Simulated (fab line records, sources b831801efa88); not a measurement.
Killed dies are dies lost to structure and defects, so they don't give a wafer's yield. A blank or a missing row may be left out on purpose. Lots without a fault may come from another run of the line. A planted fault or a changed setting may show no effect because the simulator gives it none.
Chamber matching | flow gf180mcu | GF_V1_CVD_02 on pecvd-04: 3 sister chambers
The step deposits SiO2 from TEOS, target thk 850 nm, time 94.851 s. 6 wafers are shown with their chamber, then 9 later ones without.

WAFERS WITH THEIR CHAMBER
wafer  | chamber | heater_power_w (W)
L084.5 | 1       | 618
L086.5 | 0       | 632
L086.6 | 2       | 662
L087.1 | 0       | 584
L087.2 | 2       | 584
L087.3 | 1       | 673

WAFERS WITHOUT THEIR CHAMBER
wafer  | heater_power_w (W)
L092.1 | 563
L092.2 | 616
L092.4 | 637
L093.1 | 626
L093.2 | 548
L093.5 | 569
L095.2 | 652
L095.4 | 526
L095.6 | 612

WHICH CHAMBER EACH WENT THROUGH
wafer  | from the rows above          | in truth
L092.1 | can't be placed: 0 or 2 or 1 | 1
L092.2 | can't be placed: 2 or 0 or 1 | 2
L092.4 | can't be placed: 1 or 2 or 0 | 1
L093.1 | can't be placed: 2 or 0 or 1 | 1
L093.2 | can't be placed: 0 or 2 or 1 | 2
L093.5 | can't be placed: 0 or 2 or 1 | 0
L095.2 | can't be placed: 1 or 2 or 0 | 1
L095.4 | can't be placed: 0 or 2 or 1 | 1
L095.6 | can't be placed: 0 or 2 or 1 | 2
Placed correctly: 0 of 9. Can't be placed from these rows: 9 (the true chamber is among the candidates in 9). Placed wrongly: 0.
How it was worked out, from the rows above alone: a wafer's distance from a chamber is the root of the sum, over the readings, of the square of ((its reading less the chamber's mean) divided by the reading's scatter). The wafer belongs to the nearest chamber; if the next one is less than 2 further off, it can't be placed. A chamber's mean is the mean of its shown wafers. The scatter: the root of (the sum of the squares of (reading less its chamber's mean) over the shown wafers, divided by (wafers less chambers)).
